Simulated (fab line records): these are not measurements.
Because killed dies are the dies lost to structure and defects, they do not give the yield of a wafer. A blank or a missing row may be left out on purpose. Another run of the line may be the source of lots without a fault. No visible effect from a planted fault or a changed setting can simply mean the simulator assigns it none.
fab line records	flow sky130
record lots=12	wafers=36	last-day=49
route steps=708 shown GATE_OXIDE@197 LI_CONTACT@377
lots that met no fault: from a run of the same line without faults
start-h: hours from the record's first day to the start of the lot's first wafer shown	wait-h: hours from the lot's prior step to this one	" the same as in the row above	L1.1+2: one row covering several wafers at once	- no value, or no start given	* or withheld: withheld	< > ~ a bound
route shown NAME@n: NAME is a module with steps in the file, n the number in the route of the first one	usual: mean and standard deviation over wafers with no fault	same: alike in all rows	chamber/n: place in a boat	sites: each site's reading	_std_site: their standard deviation	_edge_site: outer sites' mean less inner sites'	radius-mm: for every site, how far away it sits from the centre of the wafer	mask NAME#n: copy n	behind: the last tool/chamber to shape the wafer	hold: reason for holding the lot/hours on hold/outcome of the hold	device: whichever transistor did not switch (one of n, p or np)	end of line: the route-end tests of the same wafers	a step with no rows: only its recipe	killed: count of dies lost to structure and defects at first sort (not the wafer's yield)	map: shows each die of a wafer: x if killed, . if not, _ if none is there
set.NAME: the run value of the setting; set.NAME@STEP: its run value at that earlier step	model.NAME: the simulator's own value behind a step, which no gauge read
a sample of lots followed through the steps of the route, with each step as a table and each wafer as a row
services: the hour from which a tool's chamber was out of use, counted from the record's first day as start-h (under 0 if before that day), plus the number of hours and why
## steps
# step SKY_GATE_OXIDE_OVL_MEAS_10
# usual GATE_OXIDE_OVL=-0.1/1.5
lot.wafer	tool	chamber	start-h	wait-h	GATE_OXIDE_OVL[nm]
L948.1	overlay-01	-	306.26	0.1	0.8
L948.5	"	-	"	"	1.0
L948.6	"	-	"	"	-0.2
L949.3	overlay-01	-	313.33	0.1	-0.1
L949.4	"	-	"	"	0.3
L949.5	"	-	"	"	-0.7
L950.3	overlay-02	-	317.19	0.1	-0.9
L950.4	"	-	"	"	0.6
L950.6	"	-	"	"	-0.2
L951.1	overlay-01	-	323.73	0.1	-2.7
L951.2	"	-	"	"	-2.6
L951.3	"	-	"	"	-1.9
L952.1	overlay-01	-	333.73	0.1	3.4
L952.2	"	-	"	"	1.1
L952.5	"	-	"	"	1.6
L954.1	overlay-02	-	367.01	0.1	-0.6
L954.3	"	-	"	"	2.0
L954.6	"	-	"	"	1.0
L955.2	overlay-01	-	370.63	0.1	2.4
L955.3	"	-	"	"	3.8
L955.6	"	-	"	"	0.3
L958.3	overlay-01	-	384.38	0.1	1.1
L958.5	"	-	"	"	1.8
L958.6	"	-	"	"	-0.5
L960.2	overlay-02	-	421.98	0.1	-0.2
L960.5	"	-	"	"	-0.9
L960.6	"	-	"	"	-0.6
L961.2	overlay-02	-	425.03	0.1	0.7
L961.3	"	-	"	"	0.4
L961.6	"	-	"	"	-1.7
L962.2	overlay-02	-	434.63	0.1	0.0
L962.5	"	-	"	"	0.8
L962.6	"	-	"	"	-0.4
L967.1	overlay-02	-	455.26	0.1	-0.5
L967.2	"	-	"	"	1.3
L967.6	"	-	"	"	0.8
# step SKY_GATE_OXIDE_OXIDATION_16
# recipe temp-c=800	ambient=O2	idle-temp-c=700	ramp-up-c-per-min=10	ramp-down-c-per-min=3	stabilise-s=600	purge-s=300	target-thk-a=35.7	ox-time-s=1915
# usual spike-tc-bottom-C=818.6/2	spike-tc-centre-C=800.5/1.1	spike-tc-lower-C=801.2/1.3	zone-power-bottom-pct=24.1/0.96	zone-power-centre-pct=15.2/0.77	zone-power-lower-pct=13.7/1.6
lot.wafer	tool	chamber	start-h	wait-h	spike-tc-bottom-C	spike-tc-centre-C	spike-tc-lower-C	zone-power-bottom-pct	zone-power-centre-pct	zone-power-lower-pct
L948.1	furnace-02	0	306.76	0.0	820.0	800.6	799.3	23.5	15.9	14.7
L948.5	"	0	"	"	820.0	800.3	802.8	23.1	15.8	14.9
L948.6	"	0	"	"	819.4	800.9	802.2	23.5	15.6	15.1
L949.3	furnace-01	0	315.87	2.0	819.4	798.4	798.9	25.0	14.3	11.4
L949.4	"	0	"	"	814.4	797.5	799.7	25.0	14.2	11.2
L949.5	"	0	"	"	816.7	798.4	801.2	25.6	14.2	11.3
L950.3	furnace-02	0	320.37	2.7	819.8	800.2	802.6	23.8	15.9	15.0
L950.4	"	0	"	"	822.4	801.6	802.5	23.3	16.0	14.9
L950.6	"	0	"	"	818.8	802.2	802.2	23.5	15.8	15.2
L951.1	furnace-01	0	326.07	1.7	816.2	799.5	800.2	25.5	14.1	11.5
L951.2	"	0	"	"	814.4	799.3	799.6	25.2	14.4	11.4
L951.3	"	0	"	"	815.2	798.9	799.0	25.4	14.3	11.4
L952.1	furnace-02	0	335.17	0.8	819.5	801.9	802.5	23.4	15.5	14.6
L952.2	"	0	"	"	820.9	800.8	800.9	23.2	16.1	14.6
L952.5	"	0	"	"	821.1	800.7	801.7	23.3	15.8	15.1
L954.1	furnace-02	0	367.51	0.0	821.1	801.2	801.3	23.4	16.0	14.8
L954.3	"	0	"	"	819.9	800.7	804.1	23.7	15.8	14.7
L954.6	"	0	"	"	821.0	799.3	802.8	23.8	15.8	15.1
L955.2	furnace-02	0	371.91	0.8	820.1	801.1	801.7	23.5	15.5	14.8
L955.3	"	0	"	"	819.2	800.3	801.1	23.3	15.7	14.9
L955.6	"	0	"	"	819.5	801.8	801.9	23.4	16.2	14.6
L958.3	furnace-01	0	385.59	0.7	818.3	798.9	801.2	25.6	14.2	11.3
L958.5	"	0	"	"	816.9	799.4	800.0	25.5	14.1	11.4
L958.6	"	0	"	"	816.2	799.3	800.1	25.4	14.1	11.4
L960.2	furnace-02	0	422.48	0.0	825.0	804.6	764.5	28.5	21.4	2.7
L960.5	"	0	"	"	825.7	805.0	764.0	27.6	21.4	2.7
L960.6	"	0	"	"	826.1	804.8	763.1	28.1	21.9	2.7
L961.2	furnace-01	0	427.54	2.0	818.1	800.5	801.4	25.3	14.1	11.3
L961.3	"	0	"	"	815.2	800.3	799.2	25.2	14.0	11.6
L961.6	"	0	"	"	814.3	798.7	800.4	25.4	14.0	11.3
L962.2	furnace-02	0	437.94	2.8	826.8	806.0	763.7	28.0	21.1	2.8
L962.5	"	0	"	"	824.8	804.9	766.3	28.0	21.3	2.7
L962.6	"	0	"	"	826.5	806.9	764.1	28.2	21.5	2.7
L967.1	furnace-01	0	458.71	2.9	817.2	799.4	800.0	25.2	14.1	11.4
L967.2	"	0	"	"	816.6	799.1	798.6	25.2	14.1	11.3
L967.6	"	0	"	"	815.6	800.5	800.1	25.3	14.2	11.3
# step SKY_LI_CONTACT_ETCH_15
# recipe target=PSG	chemistry=C4F8/O2/Ar	stop-on=Si	taper-deg=4.15	mask-material=KrF-thick	source-w=1500	bias-w=1200	pressure-mtorr=40	c4f8-flow-sccm=withheld	O2_flow_sccm=6	Ar_flow_sccm=300	time-s=withheld	target-depth-a=6000
# usual oes-product-au=0.836/0.0042
lot.wafer	tool	chamber	start-h	wait-h	oes-product-au
L948.1	rie-diel-02	3	670.92	0.0	0.835
L948.5	"	0	"	"	0.842
L948.6	"	1	"	"	0.842
L949.3	rie-diel-03	2	684.51	0.0	0.837
L949.4	"	3	"	"	0.829
L949.5	"	2	"	"	0.827
L950.3	rie-diel-02	1	688.26	0.0	0.843
L950.4	"	0	"	"	0.839
L950.6	"	0	"	"	0.840
L951.1	rie-diel-01	0	692.67	0.0	0.838
L951.2	"	1	"	"	0.837
L951.3	"	2	"	"	0.834
L952.1	rie-diel-01	3	704.82	0.0	0.838
L952.2	"	1	"	"	0.841
L952.5	"	0	"	"	0.840
L954.1	rie-diel-02	1	736.48	0.0	0.834
L954.3	"	2	"	"	0.849
L954.6	"	2	"	"	0.831
L955.2	rie-diel-02	3	743.52	0.0	0.837
L955.3	"	2	"	"	0.834
L955.6	"	3	"	"	0.838
L958.3	rie-diel-01	1	757.82	0.0	0.838
L958.5	"	3	"	"	0.831
L958.6	"	2	"	"	0.839
L960.2	rie-diel-01	1	788.28	0.0	0.831
L960.5	"	3	"	"	0.836
L960.6	"	2	"	"	0.834
L961.2	rie-diel-02	2	792.52	0.0	0.839
L961.3	"	3	"	"	0.829
L961.6	"	1	"	"	0.832
L962.2	rie-diel-02	1	803.23	0.0	0.835
L962.5	"	3	"	"	0.832
L962.6	"	2	"	"	0.835
L967.1	rie-diel-03	0	821.08	0.0	0.842
L967.2	"	2	"	"	0.835
L967.6	"	1	"	"	0.833
# step SKY_LI_CONTACT_STRIP_16
# recipe chemistry=O2/N2	power-w=1400	pressure-mtorr=1500	platen-temp-c=withheld	o2-flow-sccm=3000	n2-flow-sccm=300	overash-fraction=0.5
# usual drypump-motor-current-A=5.8/0.33	o2-flow-sccm=3001/9.6	oes-product-au=0.377/0.0051	strip-time-to-endpoint-s=3.51/0.038
lot.wafer	tool	chamber	start-h	wait-h	drypump-motor-current-A	o2-flow-sccm	oes-product-au	rf-hours-counter-h	strip-time-to-endpoint-s
L948.1	plasma-asher-01	0	671.00	-	6.4	2995	0.378	99	3.46
L948.5	"	1	"	"	5.9	3009	0.378	-	3.49
L948.6	"	0	"	"	6.4	2990	0.376	-	3.51
L949.3	plasma-asher-01	1	684.63	-	6.0	3011	0.378	-	3.49
L949.4	"	0	"	"	6.4	2992	0.374	-	3.48
L949.5	"	1	"	"	5.9	3007	0.370	-	3.48
L950.3	plasma-asher-02	0	688.38	-	5.8	3007	0.376	-	3.55
L950.4	"	1	"	"	5.6	2997	0.379	-	3.55
L950.6	"	0	"	"	5.8	2991	0.375	-	3.54
L951.1	plasma-asher-04	0	692.75	-	5.3	2984	0.376	85	3.54
L951.2	"	1	"	"	5.9	3010	0.379	85	3.54
L951.3	"	1	"	"	5.9	2988	0.376	-	3.48
L952.1	plasma-asher-04	1	704.90	-	5.8	2999	0.373	86	3.50
L952.2	"	0	"	"	5.3	2988	0.384	86	3.51
L952.5	"	0	"	"	5.2	3001	0.379	-	3.54
L954.1	plasma-asher-02	1	736.57	-	5.6	3015	0.379	62	3.51
L954.3	"	1	"	"	5.6	2995	0.381	-	3.56
L954.6	"	1	"	"	5.6	2990	0.379	-	3.54
L955.2	plasma-asher-04	1	743.60	-	5.9	3000	0.372	90	3.52
L955.3	"	0	"	"	5.2	3001	0.375	-	3.59
L955.6	"	0	"	"	5.2	3008	0.385	-	3.51
L958.3	plasma-asher-02	1	757.94	-	5.6	3004	0.390	-	3.55
L958.5	"	0	"	"	5.8	3009	0.379	-	3.51
L958.6	"	1	"	"	5.6	3009	0.379	-	3.46
L960.2	plasma-asher-01	0	788.36	-	6.4	2992	0.381	4	3.53
L960.5	"	1	"	"	5.9	2991	0.383	-	3.51
L960.6	"	0	"	"	6.4	2991	0.368	-	3.45
L961.2	plasma-asher-04	1	792.60	-	5.8	3000	0.378	94	3.55
L961.3	"	0	"	"	5.2	3010	0.376	-	3.52
L961.6	"	0	"	"	5.2	3015	0.382	-	3.55
L962.2	plasma-asher-02	0	803.31	-	5.9	3001	0.386	68	3.57
L962.5	"	0	"	"	5.8	2997	0.372	-	3.53
L962.6	"	1	"	"	5.6	3017	0.387	-	3.58
L967.1	plasma-asher-02	0	821.16	-	5.8	2984	0.380	70	3.51
L967.2	"	1	"	"	5.6	3015	0.372	70	3.47
L967.6	"	1	"	"	5.6	2995	0.376	-	3.50
## services
tool	chamber	start-h	hours	kind
furnace-02	-	308.29	4.1	pm
rie-diel-02	0	331.67	5.5	repair
plasma-asher-02	-	342.33	14.6	pm
furnace-01	-	372.98	2.7	pm
rie-diel-02	-	381.99	0.6	repair
furnace-01	-	434.70	19.9	pm
furnace-01	-	454.62	2.7	pm
furnace-02	-	464.49	3.0	pm
rie-diel-02	3	470.46	7.8	repair
rie-diel-02	-	533.90	2.3	repair
furnace-02	-	588.86	4.4	pm
plasma-asher-02	-	597.09	2.9	repair
furnace-01	-	604.74	2.8	pm
furnace-02	-	632.49	3.3	pm
furnace-02	-	650.85	6.4	pm
rie-diel-02	-	651.52	1.9	repair
rie-diel-02	-	655.44	0.6	repair
furnace-01	-	657.26	4.5	pm
rie-diel-02	3	688.98	4.5	repair
furnace-01	-	715.57	3.4	pm
rie-diel-02	-	744.12	14.6	pm
rie-diel-02	-	776.63	15.6	pm
furnace-02	-	801.77	3.3	pm
furnace-02	-	818.36	3.2	repair
## key
first-sign step=SKY_GATE_OXIDE_OXIDATION_16	reading=spike-tc-lower-C	direction=down	sigmas=29	usual=801.2	struck=764.3
effect step=SKY_GATE_OXIDE_OXIDATION_16	reading=zone-power-centre-pct	direction=up	sigmas=8.1	usual=15.2	struck=21.4
met-at SKY_GATE_OXIDE_OXIDATION_16
struck-lots L960,L962
tester-left-out L960,L962
not-acting-at SKY_GATE_OXIDE_OVL_MEAS_10,SKY_LI_CONTACT_ETCH_15,SKY_LI_CONTACT_STRIP_16
onset-between 371.91 422.48
fault kind=process-parameter-drift	tool=furnace-02	chamber=-	onset-h=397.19	steps=SKY_GATE_OXIDE_OXIDATION_16	channel=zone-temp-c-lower	offset=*	shape=step	end-h=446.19
# tester-left-out: of these lots the tester's yield and bins aren't shown, on N5 and GAA mostly nor the transistor test; their killed dies are dies lost to structure and defects alone, not to doping, threshold or leakage, so they don't give the yield
